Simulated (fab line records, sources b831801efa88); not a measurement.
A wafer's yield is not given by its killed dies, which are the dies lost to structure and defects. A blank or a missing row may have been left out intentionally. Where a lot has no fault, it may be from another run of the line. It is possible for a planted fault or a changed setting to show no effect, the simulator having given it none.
Check of tool commonality || flow gf180mcu || 39 wafers sampled across 13 lots

## REASON FOR OPENING
GF_SAB_THK_MEAS_01, reading SAB_CVD_00_THK: flagged on 2 of 13 lots. Fault-free wafers read 50.5 nm, with a standard deviation of 0.82.
Rule: a lot is flagged when every wafer of it that has a number lies more than 4 standard deviations from that mean, or none has a number. As for the other lots, they are considered sound.

{"lot": "L152", "measured": "day 14 05:39", "on": "filmMetro-01", "SAB_CVD_00_THK (nm), wafer by wafer": "50.4 51.5 51.6", "flag": ""}
{"lot": "L153", "measured": "day 14 21:59", "on": "filmMetro-01", "SAB_CVD_00_THK (nm), wafer by wafer": "49.7 50.6 51.4", "flag": ""}
{"lot": "L155", "measured": "day 15 05:56", "on": "filmMetro-02", "SAB_CVD_00_THK (nm), wafer by wafer": "49.2 49.6 50.0", "flag": ""}
{"lot": "L154", "measured": "day 15 07:35", "on": "filmMetro-01", "SAB_CVD_00_THK (nm), wafer by wafer": "49.8 51.3 51.2", "flag": ""}
{"lot": "L156", "measured": "day 15 13:11", "on": "filmMetro-01", "SAB_CVD_00_THK (nm), wafer by wafer": "51.7 51.3 52.5", "flag": ""}
{"lot": "L157", "measured": "day 16 03:56", "on": "filmMetro-03", "SAB_CVD_00_THK (nm), wafer by wafer": "50.1 50.1 50.9", "flag": ""}
{"lot": "L160", "measured": "day 17 03:49", "on": "filmMetro-01", "SAB_CVD_00_THK (nm), wafer by wafer": "50.6 49.9 50.1", "flag": ""}
{"lot": "L162", "measured": "day 18 02:29", "on": "filmMetro-02", "SAB_CVD_00_THK (nm), wafer by wafer": "102.6 101.8 103.6", "flag": "FLAGGED"}
{"lot": "L167", "measured": "day 19 10:56", "on": "filmMetro-03", "SAB_CVD_00_THK (nm), wafer by wafer": "51.1 52.0 51.6", "flag": ""}
{"lot": "L169", "measured": "day 20 12:19", "on": "filmMetro-01", "SAB_CVD_00_THK (nm), wafer by wafer": "51.3 50.6 51.1", "flag": ""}
{"lot": "L172", "measured": "day 21 04:08", "on": "filmMetro-03", "SAB_CVD_00_THK (nm), wafer by wafer": "98.0 100.4 100.3", "flag": "FLAGGED"}
{"lot": "L173", "measured": "day 22 07:22", "on": "filmMetro-02", "SAB_CVD_00_THK (nm), wafer by wafer": "49.4 50.0 49.9", "flag": ""}
{"lot": "L174", "measured": "day 22 11:09", "on": "filmMetro-01", "SAB_CVD_00_THK (nm), wafer by wafer": "49.9 50.1 50.8", "flag": ""}
The numbers of the flagged lots are 101.1 nm on average: +50.6 nm against the usual, or +62 standard deviations.

## LOT BY LOT: THE TOOL USED
The record holds 2 process steps before the reading, out of a route of 602 steps. In each cell: the tool, then ch and the chambers that the sampled wafers went through, then the start.
{"lot": "L152", "flag": "", "GF_HV_LDD_STRIP_49": "plasmaAsher-02 ch 0,1, day 12 09:10", "GF_SAB_CVD_00": "pecvd-03 ch 0,1, day 14 05:37"}
{"lot": "L153", "flag": "", "GF_HV_LDD_STRIP_49": "plasmaAsher-03 ch 0,1, day 12 22:34", "GF_SAB_CVD_00": "pecvd-03 ch 0,1,2, day 14 21:58"}
{"lot": "L155", "flag": "", "GF_HV_LDD_STRIP_49": "plasmaAsher-03 ch 0,1, day 13 07:34", "GF_SAB_CVD_00": "pecvd-04 ch 1,2, day 15 05:55"}
{"lot": "L154", "flag": "", "GF_HV_LDD_STRIP_49": "plasmaAsher-03 ch 0,1, day 13 07:52", "GF_SAB_CVD_00": "pecvd-03 ch 0,1,2, day 15 07:34"}
{"lot": "L156", "flag": "", "GF_HV_LDD_STRIP_49": "plasmaAsher-03 ch 0,1, day 13 15:35", "GF_SAB_CVD_00": "pecvd-03 ch 0,2, day 15 13:10"}
{"lot": "L157", "flag": "", "GF_HV_LDD_STRIP_49": "plasmaAsher-03 ch 0, day 14 04:05", "GF_SAB_CVD_00": "pecvd-04 ch 1,2, day 16 03:55"}
{"lot": "L160", "flag": "", "GF_HV_LDD_STRIP_49": "plasmaAsher-02 ch 0,1, day 15 02:37", "GF_SAB_CVD_00": "pecvd-04 ch 1,2, day 17 03:46"}
{"lot": "L162", "flag": "FLAGGED", "GF_HV_LDD_STRIP_49": "plasmaAsher-04 ch 0,1, day 15 23:43", "GF_SAB_CVD_00": "pecvd-03 ch 0,1,2, day 18 02:12"}
{"lot": "L167", "flag": "", "GF_HV_LDD_STRIP_49": "plasmaAsher-03 ch 0,1, day 17 07:37", "GF_SAB_CVD_00": "pecvd-03 ch 0,1, day 19 10:55"}
{"lot": "L169", "flag": "", "GF_HV_LDD_STRIP_49": "plasmaAsher-03 ch 0,1, day 18 06:49", "GF_SAB_CVD_00": "pecvd-03 ch 0,1,2, day 20 12:16"}
{"lot": "L172", "flag": "FLAGGED", "GF_HV_LDD_STRIP_49": "plasmaAsher-02 ch 0,1, day 18 22:19", "GF_SAB_CVD_00": "pecvd-01 ch 0,1,2, day 21 03:46"}
{"lot": "L173", "flag": "", "GF_HV_LDD_STRIP_49": "plasmaAsher-04 ch 0,1, day 20 04:07", "GF_SAB_CVD_00": "pecvd-04 ch 1,2, day 22 07:21"}
{"lot": "L174", "flag": "", "GF_HV_LDD_STRIP_49": "plasmaAsher-03 ch 0,1, day 20 06:52", "GF_SAB_CVD_00": "pecvd-04 ch 0,1,2, day 22 11:08"}
What is done by these steps:
- GF_HV_LDD_STRIP_49: strips in O2/N2.
- GF_SAB_CVD_00: deposits SiO2 from TEOS, target thk 50 nm, time 4.9302 s.
- GF_SAB_THK_MEAS_01

## FLAGGED AGAINST TOTAL, ONE TOOL AT A TIME (gauges that did the reading follow at the end)
{"step": "GF_HV_LDD_STRIP_49", "tool": "plasmaAsher-02", "lots run": 3, "flagged": 1, "share of the flagged lots": "some", "sound lots run after its first flagged lot": 0}
{"step": "GF_HV_LDD_STRIP_49", "tool": "plasmaAsher-03", "lots run": 8, "flagged": 0, "share of the flagged lots": "none", "sound lots run after its first flagged lot": "-"}
{"step": "GF_HV_LDD_STRIP_49", "tool": "plasmaAsher-04", "lots run": 2, "flagged": 1, "share of the flagged lots": "some", "sound lots run after its first flagged lot": "1 (L173)"}
{"step": "GF_SAB_CVD_00", "tool": "pecvd-01", "lots run": 1, "flagged": 1, "share of the flagged lots": "some", "sound lots run after its first flagged lot": 0}
{"step": "GF_SAB_CVD_00", "tool": "pecvd-03", "lots run": 7, "flagged": 1, "share of the flagged lots": "some", "sound lots run after its first flagged lot": "2 (L167,L169)"}
{"step": "GF_SAB_CVD_00", "tool": "pecvd-04", "lots run": 5, "flagged": 0, "share of the flagged lots": "none", "sound lots run after its first flagged lot": "-"}
{"step": "GF_SAB_THK_MEAS_01", "tool": "filmMetro-01", "lots run": 7, "flagged": 0, "share of the flagged lots": "none", "sound lots run after its first flagged lot": "-"}
{"step": "GF_SAB_THK_MEAS_01", "tool": "filmMetro-02", "lots run": 3, "flagged": 1, "share of the flagged lots": "some", "sound lots run after its first flagged lot": "1 (L173)"}
{"step": "GF_SAB_THK_MEAS_01", "tool": "filmMetro-03", "lots run": 3, "flagged": 1, "share of the flagged lots": "some", "sound lots run after its first flagged lot": 0}

## WHAT IS ALLOWED BY THE TABLE
No row of the table ran every flagged lot.

## WHAT HAD BEEN PUT IN BY THE SIMULATOR
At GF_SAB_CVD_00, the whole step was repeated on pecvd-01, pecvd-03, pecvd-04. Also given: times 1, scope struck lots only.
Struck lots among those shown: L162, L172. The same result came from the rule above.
